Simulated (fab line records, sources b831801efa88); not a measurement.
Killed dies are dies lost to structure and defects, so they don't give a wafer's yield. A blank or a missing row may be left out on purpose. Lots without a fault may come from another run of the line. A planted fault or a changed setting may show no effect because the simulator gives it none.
fab line records | flow sky130
record lots=5 wafers=15 last_day=48
route steps=708 shown LDD_HVN@273 LDD_HVP@278 LDD_LDN@289 SPACER@304 POLY_CUT@307
lots that met no fault: from a run of the same line without faults
start_h: hours from the record's first day to the start of the lot's first wafer shown | wait_h: hours since the lot's step before | " the same as in the row above | L1.1+2: a row that stands for several wafers | - no value, or no start given | * or withheld: withheld | < > ~ a bound
route shown NAME@n: a module of which the file shows steps, and the number in the route of the first | usual: mean/standard deviation of fault-free wafers | same: alike in all rows | chamber/n: place in a boat | sites: the reading at each site | _std_site: their standard deviation | _edge_site: outer sites' mean less inner sites' | radius_mm: how far each site lies from the wafer's centre | mask NAME#n: copy n | behind: the tool/chamber that last shaped the wafer | hold: why the lot was held/for how many hours/how that ended | device: the transistor (n, p or np) that didn't switch | end of line: the same wafers' tests at the end of the route | a step without rows: its recipe alone | killed: dies lost to structure and defects at the first sort, not the wafer's yield | map: a wafer's dies, x killed, . not, _ none there
set.NAME: the setting as run; set.NAME@STEP: as run at that earlier step | model.NAME: the simulator's own value behind a step, which no gauge read
lots at some steps of the route; a table a step, a row a wafer
services: from which hour (start_h, from the record's first day; less than 0 if before it) a tool's chamber was out of use, for how many hours, and why
## steps
# step SKY_LDD_HVN_DEVELOP_06
# recipe resist=NOVOLAK developer=TMAH develop_time_s=60 dev_temp_c=23
# columns lot.wafer tool chamber start_h wait_h
L083.1+2+4 litho_track-03 0 532.46 0.1
L084.1+4+6 litho_track-01 0 540.65 0.1
L086.3+4+5 litho_track-04 0 553.83 0.1
L087.1+2+6 litho_track-01 0 557.05 0.1
L088.3+4+6 litho_track-01 0 568.55 0.1
# step SKY_LDD_HVN_OVL_MEAS_07
# usual LDD_HVN_OVL=-0.2/1.5
# columns lot.wafer tool chamber start_h wait_h LDD_HVN_OVL[nm]
L083.1 overlay-02 - 532.61 0.1 0.9
L083.2 " - " " 1.4
L083.4 " - " " 0.5
L084.1 overlay-01 - 540.80 0.1 0.7
L084.4 " - " " -0.3
L084.6 " - " " 0.8
L086.3 overlay-01 - 553.94 0.1 -1.0
L086.4 " - " " -0.8
L086.5 " - " " 0.4
L087.1 overlay-01 - 557.20 0.1 2.8
L087.2 " - " " 1.7
L087.6 " - " " 2.1
L088.3 overlay-01 - 568.66 0.1 -1.9
L088.4 " - " " -0.5
L088.6 " - " " 0.3
# step SKY_LDD_HVN_IMPLANT_08
# recipe species=P energy_kev=60 dose_cm2=3e+13 tilt_deg=40
# same implant_ion_amu=31
# columns lot.wafer tool chamber start_h wait_h
L083.1+2+4 implanter-01 0 532.65 0.0
L084.1+4+6 implanter-02 0 540.83 0.0
L086.3+4+5 implanter-01 0 554.02 0.1
L087.1+2+6 implanter-04 0 557.23 0.0
L088.3+4+6 implanter-04 0 568.73 0.1
# step SKY_LDD_HVN_STRIP_09
# recipe chemistry=O2/N2 power_w=1400 pressure_mtorr=1500 platen_temp_c=withheld o2_flow_sccm=3000 n2_flow_sccm=300 overash_fraction=0.5
# usual drypump_motor_current_A=5.7/0.48 oes_product_au=0.409/0.0045 strip_time_to_endpoint_s=4.133/0.014
# same overash_fraction=0.5
# columns lot.wafer tool chamber start_h wait_h drypump_motor_current_A oes_product_au rf_hours_counter_h strip_time_to_endpoint_s
L083.1 plasma_asher-03 1 532.80 0.1 5.7 0.411 43 4.144
L083.2 " 0 " " 5.7 0.411 43 4.138
L083.4 " 0 " " 5.8 0.412 - 4.119
L084.1 plasma_asher-01 1 540.98 0.1 5.0 0.411 81 4.098
L084.4 " 1 " " 5.0 0.409 - 4.093
L084.6 " 0 " " 6.4 0.403 - 4.103
L086.3 plasma_asher-04 0 554.15 0.1 6.1 0.404 - 4.124
L086.4 " 1 " " 5.2 0.407 - 4.126
L086.5 " 1 " " 5.2 0.403 - 4.134
L087.1 plasma_asher-04 1 557.38 0.1 5.2 0.401 13 4.126
L087.2 " 0 " " 6.1 0.412 13 4.127
L087.6 " 0 " " 6.1 0.407 - 4.129
L088.3 plasma_asher-03 1 568.87 0.1 5.7 0.414 - 4.114
L088.4 " 0 " " 5.8 0.415 - 4.142
L088.6 " 1 " " 5.7 0.397 - 4.140
# step SKY_LDD_HVN_TW_MEAS_10
# usual LDD_HVN_TW=1445/10
# columns lot.wafer tool chamber start_h wait_h LDD_HVN_TW
L083.1 film_metro-04 - 532.90 0.1 1462
L083.2 " - " " 1455
L083.4 " - " " 1461
L084.1 film_metro-04 - 541.08 0.1 1463
L084.4 " - " " 1457
L084.6 " - " " 1464
L086.3 film_metro-02 - 554.24 0.1 1447
L086.4 " - " " 1451
L086.5 " - " " 1442
L087.1 film_metro-02 - 557.48 0.1 1452
L087.2 " - " " 1438
L087.6 " - " " 1451
L088.3 film_metro-03 - 568.95 0.1 1430
L088.4 " - " " 1431
L088.6 " - " " 1433
# step SKY_LDD_HVP_DEHYDRATE_00
# recipe temp_c=200 time_s=60
# usual heater_power_total_W=160.35/0.12
# columns lot.wafer tool chamber start_h wait_h heater_power_total_W
L083.1 litho_track-04 0 547.48 14.6 160.41
L083.2 " 0 " " 160.23
L083.4 " 0 " " 160.36
L084.1 litho_track-01 0 555.15 14.1 160.52
L084.4 " 0 " " 160.53
L084.6 " 0 " " 160.22
L086.3 litho_track-04 0 569.63 15.4 160.61
L086.4 " 0 " " 160.26
L086.5 " 0 " " 160.22
L087.1 litho_track-04 0 572.28 14.8 160.17
L087.2 " 0 " " 160.20
L087.6 " 0 " " 160.39
L088.3 litho_track-01 0 582.60 13.6 160.35
L088.4 " 0 " " 160.44
L088.6 " 0 " " 160.36
# step SKY_LDD_HVP_HMDS_01
# recipe prime_time_s=60 prime_temp_c=120
# columns lot.wafer tool chamber start_h wait_h
L083.1+2+4 litho_track-04 0 547.63 0.1
L084.1+4+6 litho_track-01 0 555.30 0.1
L086.3+4+5 litho_track-04 0 569.78 0.1
L087.1+2+6 litho_track-04 0 572.43 0.1
L088.3+4+6 litho_track-01 0 582.75 0.1
# step SKY_LDD_HVP_COAT_02
# recipe resist=NOVOLAK spin_rpm=3000 resist_thk_nm=300
# columns lot.wafer tool chamber start_h wait_h
L083.1+2+4 litho_track-04 0 547.78 0.1
L084.1+4+6 litho_track-01 0 555.45 0.1
L086.3+4+5 litho_track-04 0 569.93 0.1
L087.1+2+6 litho_track-04 0 572.58 0.1
L088.3+4+6 litho_track-01 0 582.90 0.1
# step SKY_LDD_HVP_SOFTBAKE_03
# recipe temp_c=90 time_s=60 resist=NOVOLAK
# usual heater_power_total_W=56.60/0.042
# columns lot.wafer tool chamber start_h wait_h heater_power_total_W
L083.1 litho_track-04 0 547.93 0.1 56.56
L083.2 " 0 " " 56.57
L083.4 " 0 " " 56.63
L084.1 litho_track-01 0 555.60 0.1 56.56
L084.4 " 0 " " 56.64
L084.6 " 0 " " 56.47
L086.3 litho_track-04 0 570.08 0.1 56.54
L086.4 " 0 " " 56.62
L086.5 " 0 " " 56.67
L087.1 litho_track-04 0 572.73 0.1 56.67
L087.2 " 0 " " 56.63
L087.6 " 0 " " 56.58
L088.3 litho_track-01 0 583.05 0.1 56.58
L088.4 " 0 " " 56.62
L088.6 " 0 " " 56.57
# step SKY_LDD_HVP_EXPOSE_04
# recipe mask_id=HVPTM na=0.6 source_shape=conventional sigma_outer=0.6 polarization=unpolarized target_cd_nm=700 dose_mj=86
# same na=0.6 sigma_outer=0.6
# columns lot.wafer tool chamber start_h wait_h mask
L083.1+2+4 iline_stepper-01 0 - - HVPTM#0
L084.1+4+6 iline_stepper-01 0 - - HVPTM#0
L086.3+4+5 iline_stepper-01 0 - - HVPTM#0
L087.1+2+6 iline_stepper-01 0 - - HVPTM#0
L088.3+4+6 iline_stepper-02 0 - - HVPTM#0
# step SKY_LDD_HVP_PEB_05
# recipe temp_c=withheld time_s=* resist=NOVOLAK
# columns lot.wafer tool chamber start_h wait_h
L083.1+2+4 litho_track-02 0 - -
L084.1+4+6 litho_track-02 0 - -
L086.3+4+5 litho_track-01 0 - -
L087.1+2+6 litho_track-04 0 - -
L088.3+4+6 litho_track-02 0 - -
# step SKY_LDD_HVP_DEVELOP_06
# recipe resist=NOVOLAK developer=TMAH develop_time_s=60 dev_temp_c=23
# columns lot.wafer tool chamber start_h wait_h
L083.1+2+4 litho_track-02 0 563.37 0.1
L084.1+4+6 litho_track-02 0 571.17 0.1
L086.3+4+5 litho_track-01 0 584.55 0.1
L087.1+2+6 litho_track-04 0 586.93 0.1
L088.3+4+6 litho_track-02 0 597.57 0.1
# step SKY_LDD_HVP_OVL_MEAS_07
# usual LDD_HVP_OVL=-0.9/1.7
# columns lot.wafer tool chamber start_h wait_h LDD_HVP_OVL[nm]
L083.1 overlay-01 - 563.52 0.1 2.8
L083.2 " - " " 3.1
L083.4 " - " " 0.5
L084.1 overlay-02 - 571.32 0.1 -0.9
L084.4 " - " " -1.8
L084.6 " - " " -1.4
L086.3 overlay-01 - 584.66 0.1 1.7
L086.4 " - " " 1.1
L086.5 " - " " 0.2
L087.1 overlay-02 - 587.08 0.1 -3.8
L087.2 " - " " -3.8
L087.6 " - " " -3.6
L088.3 overlay-02 - 597.68 0.1 -2.3
L088.4 " - " " 0.1
L088.6 " - " " -0.5
# step SKY_LDD_HVP_IMPLANT_08
# recipe species=B energy_kev=20 dose_cm2=1.7e+13 tilt_deg=17.9
# same implant_ion_amu=11
# columns lot.wafer tool chamber start_h wait_h
L083.1+2+4 implanter-04 0 563.55 0.0
L084.1+4+6 implanter-01 0 571.35 0.0
L086.3+4+5 implanter-04 0 584.73 0.1
L087.1+2+6 implanter-01 0 587.12 0.0
L088.3+4+6 implanter-04 0 597.75 0.1
# step SKY_LDD_HVP_STRIP_09
# recipe chemistry=O2/N2 power_w=1400 pressure_mtorr=1500 platen_temp_c=withheld o2_flow_sccm=3000 n2_flow_sccm=300 overash_fraction=0.5
# usual drypump_motor_current_A=5.7/0.49 oes_product_au=0.408/0.0048 strip_time_to_endpoint_s=4.138/0.013
# same overash_fraction=0.5
# columns lot.wafer tool chamber start_h wait_h drypump_motor_current_A oes_product_au rf_hours_counter_h strip_time_to_endpoint_s
L083.1 plasma_asher-03 1 563.70 0.1 5.7 0.411 46 4.124
L083.2 " 0 " " 5.8 0.405 46 4.135
L083.4 " 1 " " 5.7 0.403 - 4.147
L084.1 plasma_asher-02 0 571.50 0.1 6.1 0.405 72 4.151
L084.4 " 0 " " 6.1 0.409 - 4.153
L084.6 " 0 " " 6.1 0.416 - 4.144
L086.3 plasma_asher-02 1 584.87 0.1 5.5 0.411 - 4.177
L086.4 " 0 " " 6.1 0.399 - 4.158
L086.5 " 1 " " 5.4 0.420 - 4.160
L087.1 plasma_asher-03 0 587.27 0.1 5.8 0.410 49 4.137
L087.2 " 1 " " 5.7 0.404 49 4.134
L087.6 " 1 " " 5.7 0.410 - 4.126
L088.3 plasma_asher-01 1 597.89 0.1 5.0 0.411 - 4.155
L088.4 " 0 " " 6.4 0.403 - 4.152
L088.6 " 1 " " 4.9 0.411 - 4.137
# step SKY_LDD_HVP_TW_MEAS_10
# usual LDD_HVP_TW=459/4
# columns lot.wafer tool chamber start_h wait_h LDD_HVP_TW
L083.1 film_metro-01 - 563.80 0.1 459
L083.2 " - " " 458
L083.4 " - " " 461
L084.1 film_metro-04 - 571.60 0.1 466
L084.4 " - " " 465
L084.6 " - " " 463
L086.3 film_metro-03 - 584.95 0.1 457
L086.4 " - " " 457
L086.5 " - " " 459
L087.1 film_metro-01 - 587.37 0.1 456
L087.2 " - " " 456
L087.6 " - " " 456
L088.3 film_metro-01 - 597.97 0.1 459
L088.4 " - " " 455
L088.6 " - " " 456
# step SKY_LDD_LDN_DEHYDRATE_00
# recipe temp_c=200 time_s=60
# usual heater_power_total_W=160.38/0.13
# columns lot.wafer tool chamber start_h wait_h heater_power_total_W
L083.1 litho_track-03 0 578.36 14.5 160.41
L083.2 " 0 " " 160.37
L083.4 " 0 " " 160.21
L084.1 litho_track-02 0 585.67 14.1 160.21
L084.4 " 0 " " 160.22
L084.6 " 0 " " 160.56
L086.3 litho_track-04 0 599.18 14.2 160.21
L086.4 " 0 " " 160.55
L086.5 " 0 " " 160.35
L087.1 litho_track-04 0 601.88 14.5 160.36
L087.2 " 0 " " 160.53
L087.6 " 0 " " 160.47
L088.3 litho_track-03 0 611.06 13.1 160.40
L088.4 " 0 " " 160.54
L088.6 " 0 " " 160.63
# step SKY_LDD_LDN_HMDS_01
# recipe prime_time_s=60 prime_temp_c=120
# columns lot.wafer tool chamber start_h wait_h
L083.1+2+4 litho_track-03 0 578.51 0.1
L084.1+4+6 litho_track-02 0 585.82 0.1
L086.3+4+5 litho_track-04 0 599.33 0.1
L087.1+2+6 litho_track-04 0 602.03 0.1
L088.3+4+6 litho_track-03 0 611.21 0.1
# step SKY_LDD_LDN_COAT_02
# recipe resist=NOVOLAK spin_rpm=3000 resist_thk_nm=1140
# columns lot.wafer tool chamber start_h wait_h
L083.1+2+4 litho_track-03 0 578.66 0.1
L084.1+4+6 litho_track-02 0 585.97 0.1
L086.3+4+5 litho_track-04 0 599.48 0.1
L087.1+2+6 litho_track-04 0 602.18 0.1
L088.3+4+6 litho_track-03 0 611.36 0.1
# step SKY_LDD_LDN_SOFTBAKE_03
# recipe temp_c=90 time_s=60 resist=NOVOLAK
# usual heater_power_total_W=56.60/0.044
# columns lot.wafer tool chamber start_h wait_h heater_power_total_W
L083.1 litho_track-03 0 578.81 0.1 56.58
L083.2 " 0 " " 56.61
L083.4 " 0 " " 56.49
L084.1 litho_track-02 0 586.12 0.1 56.58
L084.4 " 0 " " 56.59
L084.6 " 0 " " 56.58
L086.3 litho_track-04 0 599.63 0.1 56.58
L086.4 " 0 " " 56.54
L086.5 " 0 " " 56.54
L087.1 litho_track-04 0 602.33 0.1 56.52
L087.2 " 0 " " 56.55
L087.6 " 0 " " 56.61
L088.3 litho_track-03 0 611.51 0.1 56.58
L088.4 " 0 " " 56.62
L088.6 " 0 " " 56.61
# step SKY_LDD_LDN_EXPOSE_04
# recipe mask_id=LDNTM na=0.6 source_shape=conventional sigma_outer=0.6 polarization=unpolarized target_cd_nm=700 dose_mj=140
# same na=0.6 sigma_outer=0.6
# columns lot.wafer tool chamber start_h wait_h mask
L083.1+2+4 iline_stepper-01 0 - - LDNTM#0
L084.1+4+6 iline_stepper-02 0 - - LDNTM#0
L086.3+4+5 iline_stepper-02 0 - - LDNTM#0
L087.1+2+6 iline_stepper-02 0 - - LDNTM#0
L088.3+4+6 iline_stepper-01 0 - - LDNTM#0
# step SKY_LDD_LDN_PEB_05
# recipe temp_c=withheld time_s=* resist=NOVOLAK
# columns lot.wafer tool chamber start_h wait_h
L083.1+2+4 litho_track-03 0 - -
L084.1+4+6 litho_track-03 0 - -
L086.3+4+5 litho_track-02 0 - -
L087.1+2+6 litho_track-03 0 - -
L088.3+4+6 litho_track-03 0 - -
# step SKY_LDD_LDN_DEVELOP_06
# recipe resist=NOVOLAK developer=TMAH develop_time_s=60 dev_temp_c=23
# columns lot.wafer tool chamber start_h wait_h
L083.1+2+4 litho_track-03 0 592.81 0.1
L084.1+4+6 litho_track-03 0 600.76 0.1
L086.3+4+5 litho_track-02 0 613.77 0.1
L087.1+2+6 litho_track-03 0 615.71 0.1
L088.3+4+6 litho_track-03 0 626.36 0.1
# step SKY_LDD_LDN_OVL_MEAS_07
# usual LDD_LDN_OVL=-1.1/1.4
# columns lot.wafer tool chamber start_h wait_h LDD_LDN_OVL[nm]
L083.1 overlay-02 - 592.96 0.1 -0.8
L083.2 " - " " -0.9
L083.4 " - " " -1.3
L084.1 overlay-02 - 600.91 0.1 -1.7
L084.4 " - " " -2.3
L084.6 " - " " -4.2
L086.3 overlay-01 - 613.88 0.1 -1.4
L086.4 " - " " 0.4
L086.5 " - " " -0.2
L087.1 overlay-01 - 615.86 0.1 -2.9
L087.2 " - " " -1.6
L087.6 " - " " -2.0
L088.3 overlay-02 - 626.48 0.1 1.6
L088.4 " - " " 0.0
L088.6 " - " " 0.2
# step SKY_LDD_LDN_IMPLANT_08
# recipe species=As energy_kev=15 dose_cm2=1.25e+13 tilt_deg=withheld rotation_deg=23
# same implant_ion_amu=75
# columns lot.wafer tool chamber start_h wait_h
L083.1+2+4 implanter-03 0 593.00 0.0
L084.1+4+6 implanter-01 0 600.95 0.0
L086.3+4+5 implanter-02 0 613.95 0.1
L087.1+2+6 implanter-03 0 615.90 0.0
L088.3+4+6 implanter-03 0 626.55 0.1
# step SKY_LDD_LDN_IMPLANT_09
# recipe species=As energy_kev=15 dose_cm2=1.25e+13 tilt_deg=withheld rotation_deg=113
# same implant_ion_amu=75
# columns lot.wafer tool chamber start_h wait_h
L083.1+2+4 implanter-03 0 593.15 0.1
L084.1+4+6 implanter-01 0 601.10 0.1
L086.3+4+5 implanter-02 0 614.10 0.1
L087.1+2+6 implanter-03 0 616.05 0.1
L088.3+4+6 implanter-03 0 626.70 0.1
# step SKY_LDD_LDN_IMPLANT_10
# recipe species=As energy_kev=15 dose_cm2=1.25e+13 tilt_deg=withheld rotation_deg=203
# same implant_ion_amu=75
# columns lot.wafer tool chamber start_h wait_h
L083.1+2+4 implanter-03 0 593.30 0.1
L084.1+4+6 implanter-01 0 601.25 0.1
L086.3+4+5 implanter-02 0 614.25 0.1
L087.1+2+6 implanter-03 0 616.20 0.1
L088.3+4+6 implanter-03 0 626.85 0.1
# step SKY_LDD_LDN_IMPLANT_11
# recipe species=As energy_kev=15 dose_cm2=1.25e+13 tilt_deg=withheld rotation_deg=293
# same implant_ion_amu=75
# columns lot.wafer tool chamber start_h wait_h
L083.1+2+4 implanter-03 0 593.45 0.1
L084.1+4+6 implanter-01 0 601.40 0.1
L086.3+4+5 implanter-02 0 614.40 0.1
L087.1+2+6 implanter-03 0 616.35 0.1
L088.3+4+6 implanter-03 0 627.00 0.1
# step SKY_LDD_LDN_STRIP_12
# recipe chemistry=O2/N2 power_w=1400 pressure_mtorr=1500 platen_temp_c=withheld o2_flow_sccm=3000 n2_flow_sccm=300 overash_fraction=0.5
# usual drypump_motor_current_A=5.73/0.27 oes_product_au=0.715/0.0047 strip_time_to_endpoint_s=14.19/0.047
# same overash_fraction=0.5
# columns lot.wafer tool chamber start_h wait_h drypump_motor_current_A oes_product_au rf_hours_counter_h strip_time_to_endpoint_s
L083.1 plasma_asher-02 0 593.60 0.1 6.11 0.721 74 14.11
L083.2 " 1 " " 5.44 0.714 74 14.08
L083.4 " 0 " " 6.11 0.719 - 14.06
L084.1 plasma_asher-02 1 601.55 0.1 5.49 0.707 75 14.27
L084.4 " 1 " " 5.46 0.718 - 14.21
L084.6 " 0 " " 6.11 0.719 - 14.23
L086.3 plasma_asher-03 1 614.54 0.1 5.72 0.717 - 14.23
L086.4 " 0 " " 5.74 0.720 - 14.16
L086.5 " 0 " " 5.76 0.718 - 14.21
L087.1 plasma_asher-03 0 616.50 0.1 5.76 0.713 52 14.22
L087.2 " 1 " " 5.70 0.713 52 14.22
L087.6 " 1 " " 5.71 0.718 - 14.21
L088.3 plasma_asher-02 0 627.13 0.1 6.13 0.714 - 14.18
L088.4 " 1 " " 5.46 0.719 - 14.24
L088.6 " 0 " " 6.12 0.716 - 14.23
# step SKY_LDD_LDN_TW_MEAS_13
# usual LDD_LDN_TW=1484/8.8
# columns lot.wafer tool chamber start_h wait_h LDD_LDN_TW
L083.1 film_metro-02 - 593.70 0.1 1485
L083.2 " - " " 1494
L083.4 " - " " 1486
L084.1 film_metro-03 - 601.65 0.1 1480
L084.4 " - " " 1474
L084.6 " - " " 1481
L086.3 film_metro-01 - 614.62 0.1 1484
L086.4 " - " " 1492
L086.5 " - " " 1492
L087.1 film_metro-01 - 616.60 0.1 1485
L087.2 " - " " 1492
L087.6 " - " " 1485
L088.3 film_metro-01 - 627.22 0.1 1477
L088.4 " - " " 1482
L088.6 " - " " 1469
# step SKY_LDD_LDN_CLEAN_14
# recipe chemistry=SC1/SC2 mix=1:4:20 temp_c=70 time_s=150 dry=n2_spin
# columns lot.wafer tool chamber start_h wait_h
L083.1+2+4 wet_bench-04 0 593.76 0.1
L084.1+4+6 wet_bench-04 2 601.71 0.1
L086.3+4+5 wet_bench-04 0 614.66 0.0
L087.1+2+6 wet_bench-03 3 616.66 0.1
L088.3+4+6 wet_bench-03 2 627.26 0.0
# step SKY_SPACER_CVD_00
# recipe material=Si3N4 precursor=DCS/NH3 target_thk_nm=43.1 temp_c=770 time_s=740 pressure_mtorr=250
# usual zone_power_lower_pct=12.8/0.69 zone_power_top_pct=25/3.2
# columns lot.wafer tool chamber start_h wait_h zone_power_lower_pct zone_power_top_pct
L083.1 lpcvd-02 0 593.81 0.0 12.1 29
L083.2 " 0 " " 12.3 29
L083.4 " 0 " " 12.3 28
L084.1 lpcvd-02 0 602.27 0.5 12.2 28
L084.4 " 0 " " 12.1 28
L084.6 " 0 " " 12.1 29
L086.3 lpcvd-02 0 614.76 0.0 12.3 29
L086.4 " 0 " " 12.1 28
L086.5 " 0 " " 12.2 28
L087.1 lpcvd-02 0 616.71 0.0 12.0 29
L087.2 " 0 " " 12.0 29
L087.6 " 0 " " 12.0 28
L088.3 lpcvd-02 0 627.31 0.0 12.1 28
L088.4 " 0 " " 12.3 29
L088.6 " 0 " " 11.9 28
# step SKY_SPACER_THK_MEAS_01
# recipe reads=Si3N4_of_SPACER_CVD_00
# usual SPACER_CVD_00_THK=43.1/0.51
# columns lot.wafer tool chamber start_h wait_h SPACER_CVD_00_THK[nm]
L083.1 film_metro-01 - 595.02 0.0 43.1
L083.2 " - " " 42.7
L083.4 " - " " 42.6
L084.1 film_metro-02 - 603.47 0.0 43.4
L084.4 " - " " 43.0
L084.6 " - " " 42.8
L086.3 film_metro-02 - 615.99 0.0 43.4
L086.4 " - " " 44.0
L086.5 " - " " 43.9
L087.1 film_metro-02 - 617.92 0.0 43.4
L087.2 " - " " 43.1
L087.6 " - " " 43.5
L088.3 film_metro-01 - 628.54 0.0 42.1
L088.4 " - " " 43.0
L088.6 " - " " 42.7
# step SKY_SPACER_ETCHBACK_02
# recipe chemistry=CH3F/O2 target=Si3N4 stop_on=SiO2 source_w=400 bias_w=80 pressure_mtorr=25 ch3f_flow_sccm=40 O2_flow_sccm=30 time_s=46.7 target_depth_a=450
# usual O2_flow_sccm=30.00/0.086 ch3f_flow_sccm=40.00/0.12 drypump_motor_current_A=5.9/0.33 oes_product_au=0.856/0.0073 throttle_valve_pct=10.563/0.0097
# columns lot.wafer tool chamber start_h wait_h O2_flow_sccm ch3f_flow_sccm drypump_motor_current_A oes_product_au rf_hours_counter_h throttle_valve_pct
L083.1 rie_diel-01 1 595.08 0.1 29.96 40.06 6.0 0.860 52 10.570
L083.2 " 3 " " 29.98 40.01 5.7 0.853 15 10.573
L083.4 " 0 " " 29.93 40.07 6.0 0.849 51 10.551
L084.1 rie_diel-02 2 603.53 0.1 30.13 40.16 6.3 0.861 60 10.580
L084.4 " 1 " " 30.12 39.94 5.5 0.858 53 10.566
L084.6 " 0 " " 30.06 39.97 5.2 0.855 - 10.568
L086.3 rie_diel-02 2 616.03 0.0 29.94 39.96 6.4 0.855 60 10.559
L086.4 " 0 " " 30.11 39.98 5.2 0.859 10 10.563
L086.5 " 3 " " 29.99 39.84 6.0 0.868 - 10.551
L087.1 rie_diel-01 1 617.98 0.1 29.99 40.07 5.9 0.859 53 10.561
L087.2 " 0 " " 30.05 39.93 5.9 0.847 51 10.553
L087.6 " 1 " " 30.08 40.12 6.0 0.857 - 10.566
L088.3 rie_diel-04 2 628.58 0.0 30.07 40.03 6.4 0.855 50 10.588
L088.4 " 1 " " 29.98 40.04 5.8 0.859 48 10.569
L088.6 " 1 " " 29.88 39.81 5.8 0.851 - 10.575
# step SKY_POLY_CUT_DEHYDRATE_00
# recipe temp_c=200 time_s=60
# usual heater_power_total_W=160.39/0.13
# columns lot.wafer tool chamber start_h wait_h heater_power_total_W
L083.1 litho_track-03 0 608.66 13.6 160.31
L083.2 " 0 " " 160.47
L083.4 " 0 " " 160.41
L084.1 litho_track-03 0 616.66 13.1 160.33
L084.4 " 0 " " 160.37
L084.6 " 0 " " 160.68
L086.3 litho_track-03 0 630.96 14.9 160.23
L086.4 " 0 " " 160.33
L086.5 " 0 " " 160.31
L087.1 litho_track-02 0 632.42 14.4 160.50
L087.2 " 0 " " 160.43
L087.6 " 0 " " 160.26
L088.3 litho_track-03 0 642.21 13.6 160.32
L088.4 " 0 " " 160.52
L088.6 " 0 " " 160.42
# step SKY_POLY_CUT_HMDS_01
# recipe prime_time_s=60 prime_temp_c=120
# columns lot.wafer tool chamber start_h wait_h
L083.1+2+4 litho_track-03 0 608.81 0.1
L084.1+4+6 litho_track-03 0 616.81 0.1
L086.3+4+5 litho_track-03 0 631.11 0.1
L087.1+2+6 litho_track-02 0 632.57 0.1
L088.3+4+6 litho_track-03 0 642.36 0.1
# step SKY_POLY_CUT_COAT_02
# recipe resist=BARC temp_c=withheld time_s=withheld spin_rpm=3000 resist_thk_nm=60
# columns lot.wafer tool chamber start_h wait_h
L083.1+2+4 litho_track-03 0 608.96 0.1
L084.1+4+6 litho_track-03 0 616.96 0.1
L086.3+4+5 litho_track-03 0 631.26 0.1
L087.1+2+6 litho_track-02 0 632.72 0.1
L088.3+4+6 litho_track-03 0 642.51 0.1
# step SKY_POLY_CUT_COAT_03
# recipe resist=KrF-thick spin_rpm=3000 resist_thk_nm=450
# columns lot.wafer tool chamber start_h wait_h
L083.1+2+4 litho_track-03 0 - -
L084.1+4+6 litho_track-03 0 - -
L086.3+4+5 litho_track-03 0 - -
L087.1+2+6 litho_track-02 0 - -
L088.3+4+6 litho_track-03 0 - -
# step SKY_POLY_CUT_SOFTBAKE_04
# recipe temp_c=100 time_s=90 resist=KrF-thick
# usual heater_power_total_W=57.36/0.11
# columns lot.wafer tool chamber start_h wait_h heater_power_total_W
L083.1 litho_track-03 0 - - 57.26
L083.2 " 0 " " 57.34
L083.4 " 0 " " 57.39
L084.1 litho_track-03 0 - - 57.25
L084.4 " 0 " " 57.45
L084.6 " 0 " " 57.50
L086.3 litho_track-03 0 - - 57.50
L086.4 " 0 " " 57.29
L086.5 " 0 " " 57.43
L087.1 litho_track-02 0 - - 57.53
L087.2 " 0 " " 57.48
L087.6 " 0 " " 57.41
L088.3 litho_track-03 0 - - 57.40
L088.4 " 0 " " 57.29
L088.6 " 0 " " 57.25
# step SKY_POLY_CUT_EXPOSE_05
# recipe mask_id=NPCM na=0.8 source_shape=annular sigma_inner=0.55 sigma_outer=0.85 target_cd_nm=270 dose_mj=32
# same na=0.8 sigma_outer=0.85
# columns lot.wafer tool chamber start_h wait_h mask
L083.1+2+4 krf_scanner-02 0 - - NPCM#0
L084.1+4+6 krf_scanner-02 0 - - NPCM#0
L086.3+4+5 krf_scanner-01 0 - - NPCM#0
L087.1+2+6 krf_scanner-01 0 - - NPCM#0
L088.3+4+6 krf_scanner-02 0 - - NPCM#0
# step SKY_POLY_CUT_PEB_06
# recipe peb_temp_c=withheld peb_time_s=withheld resist=KrF-thick
# columns lot.wafer tool chamber start_h wait_h
L083.1+2+4 litho_track-03 0 - -
L084.1+4+6 litho_track-01 0 - -
L086.3+4+5 litho_track-03 0 - -
L087.1+2+6 litho_track-02 0 - -
L088.3+4+6 litho_track-03 0 - -
# step SKY_POLY_CUT_DEVELOP_07
# recipe develop_time_s=60 resist=KrF-thick dev_temp_c=21
# columns lot.wafer tool chamber start_h wait_h
L083.1+2+4 litho_track-03 0 - -
L084.1+4+6 litho_track-01 0 - -
L086.3+4+5 litho_track-03 0 - -
L087.1+2+6 litho_track-02 0 - -
L088.3+4+6 litho_track-03 0 - -
# step SKY_POLY_CUT_CD_MEAS_08
# recipe target_cd_nm=270
# usual cd_nm=269.7/1.3
# columns lot.wafer tool chamber start_h wait_h cd_nm
L083.1 cd_sem-02 - 624.11 - 271.3
L083.2 " - " " 271.1
L083.4 " - " " 270.7
L084.1 cd_sem-01 - 632.35 - 268.3
L084.4 " - " " 269.2
L084.6 " - " " 269.2
L086.3 cd_sem-02 - 645.75 - 270.0
L086.4 " - " " 269.9
L086.5 " - " " 268.7
L087.1 cd_sem-02 - 647.30 - 273.1
L087.2 " - " " 271.8
L087.6 " - " " 271.5
L088.3 cd_sem-02 - 657.25 - 270.1
L088.4 " - " " 271.9
L088.6 " - " " 271.4
# step SKY_POLY_CUT_OVL_MEAS_09
# usual POLY_CUT_OVL=-3/5.3
# columns lot.wafer tool chamber start_h wait_h POLY_CUT_OVL[nm]
L083.1 overlay-01 - 624.23 0.1 -1
L083.2 " - " " -3
L083.4 " - " " 7
L084.1 overlay-02 - 632.47 0.1 -3
L084.4 " - " " 2
L084.6 " - " " 0
L086.3 overlay-02 - 645.85 0.1 -15
L086.4 " - " " -7
L086.5 " - " " -18
L087.1 overlay-02 - 647.42 0.1 4
L087.2 " - " " -2
L087.6 " - " " 0
L088.3 overlay-01 - 657.35 0.1 2
L088.4 " - " " 7
L088.6 " - " " 2
## services
# columns tool chamber start_h hours kind
implanter-04 - 508.58 1.4 repair
rie_diel-02 0 513.58 12.0 repair
plasma_asher-02 - 513.63 28.1 pm
rie_diel-02 1 520.58 14.8 repair
krf_scanner-02 - 532.74 1.3 repair
krf_scanner-01 - 534.04 1.3 pm
iline_stepper-02 - 544.13 5.2 repair
iline_stepper-02 - 549.32 8.9 pm
implanter-02 - 558.56 2.8 repair
implanter-04 - 558.72 1.3 repair
implanter-04 - 565.54 2.7 pm
plasma_asher-02 - 566.97 3.0 repair
implanter-02 - 568.65 3.4 pm
implanter-02 - 591.92 16.2 repair
krf_scanner-02 - 603.82 4.4 pm
implanter-01 - 607.79 1.2 repair
iline_stepper-01 - 612.65 1.7 pm
implanter-03 - 620.47 3.2 pm
krf_scanner-02 - 625.32 1.3 pm
krf_scanner-02 - 630.05 1.0 pm
implanter-03 - 638.68 1.3 repair
implanter-01 - 640.28 4.1 pm
implanter-02 - 643.31 2.1 repair
krf_scanner-02 - 647.94 0.8 pm
## key
fault none
